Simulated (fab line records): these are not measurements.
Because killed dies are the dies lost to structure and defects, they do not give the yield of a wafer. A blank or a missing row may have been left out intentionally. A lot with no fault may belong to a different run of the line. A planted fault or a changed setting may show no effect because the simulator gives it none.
A single fault, viewed from 2 desks :: flow sky130 :: every desk sees just its own numbers, and what lay behind them comes last

FOR THE TOOL OWNER'S DESK: rie_diel-02
The tool's own readings at SKY_VIA2_ETCH_14 (etches BARC in N2/H2, stops on SiO2, time 45.9 s, target depth 60 nm): means of the sampled wafers that have a number, for each lot that ran on this tool. The brackets show how far a lot's mean lies from the usual mean; more than 4 standard deviations puts the lot out of limits, marked OUT.
Columns: A = drypump_motor_current_A at SKY_VIA2_ETCH_14, usual 5.7 A; B = oes_product_au at SKY_VIA2_ETCH_14, usual 0.855 a.u.; C = rf_fwd_power_W at SKY_VIA2_ETCH_14, usual 494.8 W; D = run_length_s at SKY_VIA2_ETCH_14, usual 74.1 s; E = throttle_valve_pct at SKY_VIA2_ETCH_14, usual 13.224 %
lot: L175
first seen here: day 37 08:02
A: 5.4
B: 0.858
C: 496.6
D: 74.6
E: 13.220

lot: L180
first seen here: day 38 04:46
A: 5.1
B: 0.851
C: 494.8
D: 74.1
E: 13.222

lot: L181
first seen here: day 38 07:05
A: 5.3
B: 0.853
C: 494.3
D: 74.4
E: 13.230

lot: L182
first seen here: day 38 20:14
A: 5.1
B: 0.851
C: 494.9
D: 74.1
E: 13.216

lot: L183
first seen here: day 39 00:02
A: 5.3
B: 0.858
C: 497.2
D: 74.1
E: 13.228

lot: L188
first seen here: day 41 18:29
A: 5.4
B: 1.002 (+29) OUT
C: -
D: 51.9 (-42) OUT
E: 13.254

lot: L189
first seen here: day 41 22:49
A: 5.3
B: 1.007 (+30) OUT
C: -
D: 51.3 (-43) OUT
E: 13.232
This desk's finding: out of limits on L188, L189; first on L188, day 41 18:29 (oes_product_au at SKY_VIA2_ETCH_14). L175, L180, L181, L182, L183 stayed within limits.

METROLOGY DESK
What the gauges read, lot by lot, whatever tool the lot ran on: means of the sampled wafers that have a number. The brackets show how far a lot's mean lies from the usual mean; more than 4 standard deviations puts the lot out of limits, marked OUT.
Columns: A = cd_nm at SKY_VIA2_CD_MEAS_12, usual 199.7 nm
lot: L174
first seen here: day 36 00:15
A: 199.5

lot: L175
first seen here: day 37 07:54
A: 199.7

lot: L180
first seen here: day 38 04:37
A: 196.7

lot: L181
first seen here: day 38 06:57
A: 199.3

lot: L182
first seen here: day 38 20:07
A: 201.3

lot: L183
first seen here: day 38 23:55
A: 199.0

lot: L188
first seen here: day 41 18:20
A: 200.7

lot: L190
first seen here: day 41 20:56
A: 197.4

lot: L192
first seen here: day 41 22:05
A: 201.5

lot: L189
first seen here: day 41 22:41
A: 203.6

lot: L194
first seen here: day 42 09:45
A: 198.0

lot: L196
first seen here: day 43 12:26
A: 199.5

lot: L195
first seen here: day 43 13:26
A: 200.0

lot: L197
first seen here: day 43 15:41
A: 199.6
This desk found nothing out of limits on any of the 14 lots.

ALL TOGETHER
The tool owner's desk could have raised an alarm at day 41 18:29, on L188, L189.
Nothing out of limits was seen by the metrology desk.
The metrology desk holds a record of L188, L189, inside its limits.
Of the lots named, all ran SKY_VIA2_ETCH_14 on rie_diel-02.

WHAT THE SIMULATOR PUT IN
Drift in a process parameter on rie_diel-02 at SKY_VIA2_ETCH_14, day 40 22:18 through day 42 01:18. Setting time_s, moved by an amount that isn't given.
Struck lots among those shown: L188, L189.
Time in hours from fault onset to the first out-of-limits reading at each desk: the tool owner's desk, 20.
